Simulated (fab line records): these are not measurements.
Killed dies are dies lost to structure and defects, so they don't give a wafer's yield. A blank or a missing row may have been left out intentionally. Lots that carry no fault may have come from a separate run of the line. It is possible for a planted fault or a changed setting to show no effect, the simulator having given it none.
fab line records + flow gf180mcu
[record]
- lots = 15
- wafers = 45
- last-day = 34
route steps=602 shown MVPSD@88 HV_LDD@194 PSD@258
lots that met no fault: taken from a fault-free run of the same line
start-h: the number of hours between the record's first day and the start of the first shown wafer of the lot + wait-h: hours from the lot's prior step to this one + " the same as in the row above + L1.1+2: a row that stands for several wafers + - value missing, or start not given + * or withheld: withheld + < > ~ a bound
route shown NAME@n: a module of which the file shows steps, and the number in the route of the first + usual: mean and standard deviation over wafers with no fault + same: alike in all rows + chamber/n: place in a boat + sites: per-site readings + _std_site: how widely they spread, as a standard deviation + _edge_site: outer sites' mean less inner sites' + radius-mm: how far each site lies from the wafer's centre + mask NAME#n: copy n + behind: the last tool/chamber to shape the wafer + hold: what put the lot on hold/how long, in hours/how the hold closed + device: whichever transistor did not switch (one of n, p or np) + end of line: the tests these same wafers got at the end of their route + where a step has no rows: the recipe by itself + killed: dies that structure and defects cost at the first sort, which is not the same as the wafer's yield + map: shows each die of a wafer: x if killed, . if not, _ if none is there
set.NAME: the run value of the setting; set.NAME@STEP: its run value at that earlier step + model.NAME: the simulator's own value behind a step, which no gauge read
route steps across a sampled set of lots; one table per step, one row per wafer
services: a tool's chamber out of use, with start hour (start-h, from the record's first day; less than 0 if before it), hours out, and reason
[[steps]]
[step GF_MVPSD_STRIP_10]
[recipe]
- chemistry = O2/N2
- power-w = 1400
- pressure-mtorr = 1500
- platen-temp-c = 250
- o2-flow-sccm = 3000
- n2-flow-sccm = 300
- overash-fraction = 0.5
[usual]
- drypump-motor-current-A = 5.5/0.35
- heater-power-w = 345/55
- oes-product-au = 0.723/0.0048
- strip-time-to-endpoint-s = 36.98/0.099
| lot.wafer | tool            | chamber | start-h | wait-h | drypump-motor-current-A | heater-power-w | oes-product-au | rf-hours-counter-h | strip-time-to-endpoint-s |
|-----------|-----------------|---------|---------|--------|-------------------------|----------------|----------------|--------------------|--------------------------|
| L793.2    | plasma-asher-02 | 0       | 99.31   | 0.1    | 5.7                     | 283            | 0.718          | 46                 | 37.16                    |
| L793.4    | "               | 1       | "       | "      | 5.8                     | 349            | 0.718          | -                  | 37.03                    |
| L793.5    | "               | 0       | "       | "      | 5.6                     | 278            | 0.717          | -                  | 37.07                    |
| L797.1    | plasma-asher-03 | 1       | 119.20  | 0.1    | 5.4                     | 332            | 0.726          | 0                  | 37.00                    |
| L797.3    | "               | 1       | "       | "      | 5.4                     | 331            | 0.732          | -                  | 37.03                    |
| L797.6    | "               | 1       | "       | "      | 5.4                     | 326            | 0.724          | -                  | 37.05                    |
| L798.2    | plasma-asher-02 | 0       | 123.45  | 0.1    | 5.7                     | 276            | 0.722          | 49                 | 36.82                    |
| L798.3    | "               | 1       | "       | "      | 5.8                     | 339            | 0.727          | -                  | 36.80                    |
| L798.5    | "               | 0       | "       | "      | 5.7                     | 286            | 0.722          | -                  | 36.89                    |
| L800.1    | plasma-asher-03 | 1       | 137.30  | 0.1    | 5.4                     | 322            | 0.716          | 2                  | 36.88                    |
| L800.3    | "               | 0       | "       | "      | 5.0                     | 438            | 0.722          | -                  | 36.90                    |
| L800.4    | "               | 1       | "       | "      | 5.4                     | 323            | 0.712          | -                  | 36.96                    |
| L801.2    | plasma-asher-01 | 0       | 144.01  | 0.1    | 5.9                     | 342            | 0.725          | 51                 | 36.97                    |
| L801.3    | "               | 1       | "       | "      | 6.1                     | 298            | 0.725          | -                  | 36.99                    |
| L801.6    | "               | 1       | "       | "      | 6.1                     | 291            | 0.729          | -                  | 36.95                    |
| L802.1    | plasma-asher-03 | 1       | 150.96  | 0.1    | 5.4                     | 328            | 0.724          | 3                  | 37.05                    |
| L802.3    | "               | 1       | "       | "      | 5.3                     | 321            | 0.719          | -                  | 37.07                    |
| L802.6    | "               | 1       | "       | "      | 5.3                     | 329            | 0.728          | -                  | 37.03                    |
| L803.1    | plasma-asher-03 | 0       | 157.26  | 0.1    | 5.0                     | 438            | 0.713          | 4                  | 36.95                    |
| L803.5    | "               | 0       | "       | "      | 5.0                     | 438            | 0.728          | -                  | 36.97                    |
| L803.6    | "               | 1       | "       | "      | 5.4                     | 321            | 0.726          | -                  | 36.90                    |
| L804.1    | plasma-asher-01 | 0       | 164.61  | 0.1    | 5.9                     | 335            | 0.721          | 53                 | 36.97                    |
| L804.3    | "               | 1       | "       | "      | 6.0                     | 301            | 0.721          | -                  | 37.11                    |
| L804.6    | "               | 0       | "       | "      | 5.9                     | 352            | 0.713          | -                  | 37.15                    |
| L805.1    | plasma-asher-03 | 0       | 166.76  | 0.1    | 5.0                     | 438            | 0.723          | 5                  | 36.72                    |
| L805.2    | "               | 1       | "       | "      | 5.4                     | 324            | 0.726          | 5                  | 36.89                    |
| L805.4    | "               | 1       | "       | "      | 5.3                     | 318            | 0.721          | -                  | 36.85                    |
| L807.1    | plasma-asher-03 | 0       | 181.26  | 0.1    | 5.0                     | 437            | 0.724          | 6                  | 37.03                    |
| L807.2    | "               | 1       | "       | "      | 5.4                     | 322            | 0.725          | 6                  | 37.04                    |
| L807.6    | "               | 0       | "       | "      | 5.0                     | 432            | 0.726          | -                  | 36.96                    |
| L808.1    | plasma-asher-03 | 0       | 186.46  | 0.1    | 5.0                     | 450            | 0.726          | 7                  | 37.00                    |
| L808.2    | "               | 1       | "       | "      | 5.4                     | 314            | 0.721          | 7                  | 36.97                    |
| L808.6    | "               | 0       | "       | "      | 5.0                     | 426            | 0.728          | -                  | 37.08                    |
| L809.1    | plasma-asher-02 | 0       | 193.01  | 0.1    | 5.7                     | 283            | 0.723          | 56                 | 36.95                    |
| L809.3    | "               | 0       | "       | "      | 5.7                     | 276            | 0.729          | -                  | 36.91                    |
| L809.5    | "               | 0       | "       | "      | 5.7                     | 281            | 0.726          | -                  | 37.04                    |
| L814.3    | plasma-asher-01 | 1       | 221.89  | 0.1    | 6.1                     | 301            | 0.731          | -                  | 37.14                    |
| L814.4    | "               | 0       | "       | "      | 5.9                     | 344            | 0.724          | -                  | 37.12                    |
| L814.5    | "               | 1       | "       | "      | 6.0                     | 296            | 0.732          | -                  | 37.00                    |
| L815.1    | plasma-asher-02 | 1       | 226.01  | 0.1    | 5.8                     | 342            | 0.728          | 60                 | 36.88                    |
| L815.2    | "               | 0       | "       | "      | 5.7                     | 277            | 0.725          | 60                 | 36.87                    |
| L815.4    | "               | 1       | "       | "      | 5.8                     | 347            | 0.719          | -                  | 36.91                    |
| L816.1    | plasma-asher-02 | 1       | 234.25  | 0.1    | 5.8                     | 349            | 0.730          | 61                 | 37.12                    |
| L816.2    | "               | 0       | "       | "      | 5.6                     | 283            | 0.717          | 61                 | 37.06                    |
| L816.4    | "               | 1       | "       | "      | 5.8                     | 339            | 0.723          | -                  | 37.05                    |
[step GF_HV_LDD_DEVELOP_18]
[recipe]
- develop-time-s = 60
- dev-temp-c = 23
[usual]
- chill-plate-temp-C = 23.02/0.11
- develop-time-s = 60/0
| lot.wafer | tool           | chamber | start-h | wait-h | chill-plate-temp-C | develop-time-s |
|-----------|----------------|---------|---------|--------|--------------------|----------------|
| L793.2    | litho-track-01 | 0       | 236.00  | 0.1    | 23.13              | 60             |
| L793.4    | "              | 0       | "       | "      | 23.00              | 60             |
| L793.5    | "              | 0       | "       | "      | 23.23              | 60             |
| L797.1    | litho-track-03 | 0       | 266.47  | 0.1    | 23.07              | 60             |
| L797.3    | "              | 0       | "       | "      | 23.07              | 60             |
| L797.6    | "              | 0       | "       | "      | 23.01              | 60             |
| L798.2    | litho-track-01 | 0       | 275.15  | 0.1    | 22.96              | 60             |
| L798.3    | "              | 0       | "       | "      | 22.91              | 60             |
| L798.5    | "              | 0       | "       | "      | 22.86              | 60             |
| L800.1    | litho-track-01 | 0       | 292.97  | 0.1    | 23.13              | 60             |
| L800.3    | "              | 0       | "       | "      | 23.09              | 60             |
| L800.4    | "              | 0       | "       | "      | 22.94              | 60             |
| L802.1    | litho-track-03 | 0       | 304.02  | 0.1    | 22.85              | 60             |
| L802.3    | "              | 0       | "       | "      | 23.04              | 60             |
| L802.6    | "              | 0       | "       | "      | 22.99              | 60             |
| L801.2    | litho-track-01 | 0       | 304.79  | 0.1    | 23.07              | 60             |
| L801.3    | "              | 0       | "       | "      | 23.03              | 60             |
| L801.6    | "              | 0       | "       | "      | 23.04              | 60             |
| L803.1    | litho-track-01 | 0       | 313.77  | 0.1    | 23.05              | 60             |
| L803.5    | "              | 0       | "       | "      | 23.09              | 60             |
| L803.6    | "              | 0       | "       | "      | 22.96              | 60             |
| L804.1    | litho-track-02 | 0       | 321.97  | 0.1    | 22.88              | 60             |
| L804.3    | "              | 0       | "       | "      | 22.92              | 60             |
| L804.6    | "              | 0       | "       | "      | 22.92              | 60             |
| L805.1    | litho-track-03 | 0       | 323.47  | 0.1    | 23.19              | 60             |
| L805.2    | "              | 0       | "       | "      | 23.17              | 60             |
| L805.4    | "              | 0       | "       | "      | 23.20              | 60             |
| L807.1    | litho-track-03 | -       | 337.07  | 0.1    | -                  | -              |
| L807.2    | "              | -       | "       | "      | -                  | -              |
| L807.6    | "              | -       | "       | "      | -                  | -              |
| L808.1    | litho-track-01 | -       | 344.67  | 0.1    | -                  | -              |
| L808.2    | "              | -       | "       | "      | -                  | -              |
| L808.6    | "              | -       | "       | "      | -                  | -              |
| L809.1    | litho-track-01 | -       | 350.02  | 0.1    | -                  | -              |
| L809.3    | "              | -       | "       | "      | -                  | -              |
| L809.5    | "              | -       | "       | "      | -                  | -              |
| L814.3    | litho-track-03 | 0       | 388.72  | 0.1    | 23.03              | 60             |
| L814.4    | "              | 0       | "       | "      | 22.99              | 60             |
| L814.5    | "              | 0       | "       | "      | 22.92              | 60             |
| L815.1    | litho-track-03 | 0       | 398.27  | 0.1    | 23.07              | 60             |
| L815.2    | "              | 0       | "       | "      | 22.88              | 60             |
| L815.4    | "              | 0       | "       | "      | 22.97              | 60             |
| L816.1    | litho-track-02 | 0       | 409.31  | 0.1    | 23.02              | 60             |
| L816.2    | "              | 0       | "       | "      | 22.89              | 60             |
| L816.4    | "              | 0       | "       | "      | 23.15              | 60             |
[step GF_PSD_STRIP_10]
[recipe]
- chemistry = O2/N2
- power-w = 1400
- pressure-mtorr = 1500
- platen-temp-c = 250
- o2-flow-sccm = 3000
- n2-flow-sccm = 300
- overash-fraction = 0.5
[usual]
- drypump-motor-current-A = 5.4/0.32
- heater-power-w = 353/53
- oes-product-au = 0.592/0.0043
- strip-time-to-endpoint-s = 16.54/0.035
| lot.wafer | tool            | chamber | start-h | wait-h | drypump-motor-current-A | heater-power-w | oes-product-au | rf-hours-counter-h | strip-time-to-endpoint-s |
|-----------|-----------------|---------|---------|--------|-------------------------|----------------|----------------|--------------------|--------------------------|
| L793.2    | plasma-asher-02 | 0       | 319.18  | 0.1    | 5.7                     | 282            | 0.595          | 70                 | 16.52                    |
| L793.4    | "               | 1       | "       | "      | 5.8                     | 341            | 0.600          | -                  | 16.53                    |
| L793.5    | "               | 0       | "       | "      | 5.7                     | 278            | 0.590          | -                  | 16.54                    |
| L797.1    | plasma-asher-04 | 0       | 352.83  | 0.1    | 5.5                     | 388            | 0.594          | 54                 | 16.48                    |
| L797.3    | "               | 1       | "       | "      | 4.9                     | 331            | 0.601          | -                  | 16.49                    |
| L797.6    | "               | 1       | "       | "      | 4.9                     | 323            | 0.592          | -                  | 16.52                    |
| L798.2    | plasma-asher-02 | 0       | 362.02  | 0.1    | 5.7                     | 284            | 0.592          | 75                 | 16.50                    |
| L798.3    | "               | 1       | "       | "      | 5.8                     | 343            | 0.586          | -                  | 16.50                    |
| L798.5    | "               | 0       | "       | "      | 5.7                     | 280            | 0.590          | -                  | 16.55                    |
| L800.1    | plasma-asher-02 | 1       | 385.03  | 0.1    | 5.8                     | 348            | 0.594          | 77                 | 16.50                    |
| L800.3    | "               | 0       | "       | "      | 5.7                     | 276            | 0.592          | -                  | 16.48                    |
| L800.4    | "               | 1       | "       | "      | 5.8                     | 341            | 0.592          | -                  | 16.50                    |
| L802.1    | plasma-asher-03 | 1       | 394.52  | 0.1    | 5.3                     | 325            | 0.588          | 28                 | 16.57                    |
| L802.3    | "               | 1       | "       | "      | 5.3                     | 327            | 0.593          | -                  | 16.54                    |
| L802.6    | "               | 1       | "       | "      | 5.4                     | 324            | 0.587          | -                  | 16.56                    |
| L801.2    | plasma-asher-03 | 1       | 396.38  | 0.1    | 5.4                     | 325            | 0.585          | 28                 | 16.53                    |
| L801.3    | "               | 0       | "       | "      | 5.0                     | 436            | 0.592          | -                  | 16.58                    |
| L801.6    | "               | 1       | "       | "      | 5.4                     | 327            | 0.596          | -                  | 16.57                    |
| L803.1    | plasma-asher-02 | 0       | 407.28  | 0.1    | 5.7                     | 278            | 0.593          | 80                 | 16.57                    |
| L803.5    | "               | 1       | "       | "      | 5.8                     | 345            | 0.589          | -                  | 16.57                    |
| L803.6    | "               | 0       | "       | "      | 5.7                     | 275            | 0.589          | -                  | 16.55                    |
| L804.1    | plasma-asher-03 | 1       | 414.43  | 0.1    | 5.4                     | 332            | 0.594          | 30                 | 16.57                    |
| L804.3    | "               | 1       | "       | "      | 5.4                     | 320            | 0.591          | -                  | 16.58                    |
| L804.6    | "               | 1       | "       | "      | 5.3                     | 323            | 0.598          | -                  | 16.58                    |
| L805.1    | plasma-asher-03 | 0       | 416.22  | 0.1    | 5.0                     | 441            | 0.596          | 31                 | 16.55                    |
| L805.2    | "               | 1       | "       | "      | 5.4                     | 326            | 0.591          | 31                 | 16.56                    |
| L805.4    | "               | 1       | "       | "      | 5.4                     | 330            | 0.595          | -                  | 16.57                    |
| L814.3    | plasma-asher-03 | 1       | 488.41  | 0.1    | 5.4                     | 324            | 0.591          | -                  | 16.56                    |
| L814.4    | "               | 0       | "       | "      | 5.0                     | 441            | 0.598          | -                  | 16.54                    |
| L814.5    | "               | 1       | "       | "      | 5.4                     | 328            | 0.589          | -                  | 16.55                    |
| L815.1    | plasma-asher-04 | 1       | 498.02  | 0.1    | 4.9                     | 330            | 0.591          | 71                 | 16.57                    |
| L815.2    | "               | 0       | "       | "      | 5.5                     | 390            | 0.597          | 71                 | 16.57                    |
| L815.4    | "               | 0       | "       | "      | 5.5                     | 393            | 0.585          | -                  | 16.58                    |
| L816.1    | plasma-asher-03 | 0       | 509.87  | 0.1    | 5.0                     | 439            | 0.589          | 38                 | 16.60                    |
| L816.2    | "               | 1       | "       | "      | 5.4                     | 320            | 0.585          | 38                 | 16.56                    |
| L816.4    | "               | 0       | "       | "      | 5.0                     | 431            | 0.598          | -                  | 16.59                    |
[[services]]
| tool            | chamber | start-h | hours | kind                      |
|-----------------|---------|---------|-------|---------------------------|
| plasma-asher-02 | -       | 80.00   | 2.8   | pm                        |
| plasma-asher-03 | -       | 108.75  | 9.0   | pm                        |
| plasma-asher-03 | 0       | 108.75  | 9.0   | vent-cycle                |
| plasma-asher-03 | 1       | 108.75  | 9.0   | vent-cycle                |
| plasma-asher-03 | 0       | 117.75  | -     | clean                     |
| plasma-asher-03 | 1       | 117.75  | -     | clean                     |
| plasma-asher-01 | -       | 153.74  | 2.8   | pm                        |
| plasma-asher-03 | -       | 207.45  | 6.0   | repair                    |
| litho-track-01  | -       | 228.18  | -     | consumable-replace:filter |
| plasma-asher-02 | -       | 239.30  | 5.8   | repair                    |
| plasma-asher-01 | -       | 294.66  | 1.0   | repair                    |
| plasma-asher-01 | -       | 302.50  | 28.1  | pm                        |
| plasma-asher-04 | -       | 311.77  | 3.7   | repair                    |
| plasma-asher-04 | -       | 322.44  | 4.5   | repair                    |
| plasma-asher-03 | -       | 357.01  | 4.4   | repair                    |
| plasma-asher-01 | -       | 364.35  | 3.7   | repair                    |
| plasma-asher-03 | -       | 417.15  | 16.4  | repair                    |
| plasma-asher-01 | -       | 421.25  | 9.0   | pm                        |
| plasma-asher-01 | 0       | 421.25  | 9.0   | vent-cycle                |
| plasma-asher-01 | 1       | 421.25  | 9.0   | vent-cycle                |
| plasma-asher-01 | -       | 425.45  | 2.8   | repair                    |
| plasma-asher-01 | 0       | 430.25  | -     | clean                     |
| plasma-asher-01 | 1       | 430.25  | -     | clean                     |
[[key]]
[first-sign]
- step = GF_HV_LDD_DEVELOP_18
- reading = tool-record
- direction = missing
effect none on later readings
met-at GF_HV_LDD_DEVELOP_18
struck-lots L807,L808,L809
later-rows-left-out L807.1,L807.2,L807.6,L808.1,L808.2,L808.6,L809.1,L809.3,L809.5
sort-left-out L807.1,L807.2,L807.6,L808.1,L808.2,L808.6,L809.1,L809.3,L809.5
tester-left-out L807,L808,L809
not-acting-at GF_MVPSD_STRIP_10,GF_PSD_STRIP_10
onset-between 323.47 337.07
[fault]
- kind = skipped-step-whole
- tool = litho-track-01,litho-track-03
- chamber = -
- onset-h = 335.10
- steps = GF_HV_LDD_DEVELOP_18
- scope = struck-lots-only
// tester-left-out: of these lots the tester's yield and bins aren't shown, on N5 and GAA mostly nor the transistor test; their killed dies are dies lost to structure and defects alone, not to doping, threshold or leakage, so they don't give the yield
// sort-left-out: the simulated sort isn't trusted on such a fault, so these wafers' sort isn't shown, and their yield isn't known
// later-rows-left-out: the simulator's readings of these wafers behind a module that went badly wrong aren't trusted and aren't shown, but for the sort
